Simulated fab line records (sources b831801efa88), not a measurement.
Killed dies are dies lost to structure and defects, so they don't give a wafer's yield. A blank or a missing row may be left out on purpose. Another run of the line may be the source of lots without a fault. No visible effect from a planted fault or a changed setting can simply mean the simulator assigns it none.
What tool caused it? -- flow sky130 -- 14 lots, 42 wafers sampled, at 2 steps of a route of 708

## WHAT THE GAUGES SHOWED, per wafer
SKY_SD_N_OVL_MEAS_08.
lot,measured,on,SD_N_OVL (nm)
L929,day 27 23:15,overlay-01,-0.7 -1.0 -2.4
L930,day 28 05:47,overlay-01,1.0 0.8 0.3
L935,day 30 10:08,overlay-02,0.3 -2.3 1.4
L938,day 31 00:11,overlay-02,-1.2 -0.8 -0.8
L941,day 32 14:22,overlay-01,0.2 -1.1 -1.5
L942,day 32 15:40,overlay-01,2.8 -0.4 2.4
L944,day 33 20:49,overlay-01,0.8 0.7 1.3
L946,day 33 22:00,overlay-01,-1.3 0.5 -0.1
L945,day 33 22:34,overlay-01,0.4 0.8 2.1
L943,day 34 01:14,overlay-01,-0.7 -0.9 -0.7
L948,day 34 08:40,overlay-01,0.0 0.9 0.9
L949,day 34 13:43,overlay-02,-1.0 1.7 -0.8
L950,day 34 18:52,overlay-02,0.9 2.6 2.8
L952,day 35 12:51,overlay-02,-0.1 -0.2 0.0

SKY_SD_N_RS_MEAS_16: measures by four-point-probe.
lot,measured,on,SD_N_RS (ohm/sq)
L929,day 27 23:59,film metro-01,68.55 68.56 68.54
L930,day 28 06:31,film metro-03,68.43 68.55 68.48
L935,day 30 10:52,film metro-01,68.56 68.66 68.69
L938,day 31 00:55,film metro-03,68.67 68.71 68.74
L941,day 32 15:05,film metro-01,68.49 68.53 68.53
L942,day 32 16:23,film metro-01,68.60 68.28 68.35
L944,day 33 21:32,film metro-03,68.36 68.47 68.48
L946,day 33 22:44,film metro-01,68.39 68.42 68.42
L945,day 33 23:19,film metro-03,68.58 68.75 68.62
L943,day 34 01:58,film metro-03,68.58 68.54 68.51
L948,day 34 09:23,film metro-01,68.36 68.35 68.43
L949,day 34 14:27,film metro-03,68.57 68.53 68.57
L950,day 34 19:37,film metro-03,68.53 68.65 68.77
L952,day 35 13:35,film metro-03,68.39 68.60 68.52

## WHICH TOOL RAN EACH LOT (tool, then ch and the chambers of the sampled wafers, then the start)
Record: no process step prior to these readings.

## WHAT THE TOOLS THEMSELVES READ (means of the sampled wafers that have a number; where no wafer has one, the mark that the record gives instead)
The record holds no such reading with a usual standard deviation.

## THE ANSWER, worked out from the rows above alone
Rule: usual is defined by the lots themselves. The widest of any qualifying gaps counts: lots, ordered by their means at a reading, are off when they make up no more than a third of the lots, leave a main group of 4 or more, and stand apart from it by 3 or more times the standard deviation of that group's means. If all means in a main group match to the digits the tables above print for the reading, that group is not used. A lot without any number at a reading at which 4 lots or more have one is off too. Where the step has rows for the other lots, those lots are counted as sound. The gauges are gone through in route order, then the tools' own readings, and for those a lot's mean is taken as printed above. At the first step where some lot is off, the reading lying furthest off is the one used; lots without a number count as furthest.
No lot is off on any of the readings shown, so nothing can be concluded from this.

## WHAT THE SIMULATOR HAD PUT IN
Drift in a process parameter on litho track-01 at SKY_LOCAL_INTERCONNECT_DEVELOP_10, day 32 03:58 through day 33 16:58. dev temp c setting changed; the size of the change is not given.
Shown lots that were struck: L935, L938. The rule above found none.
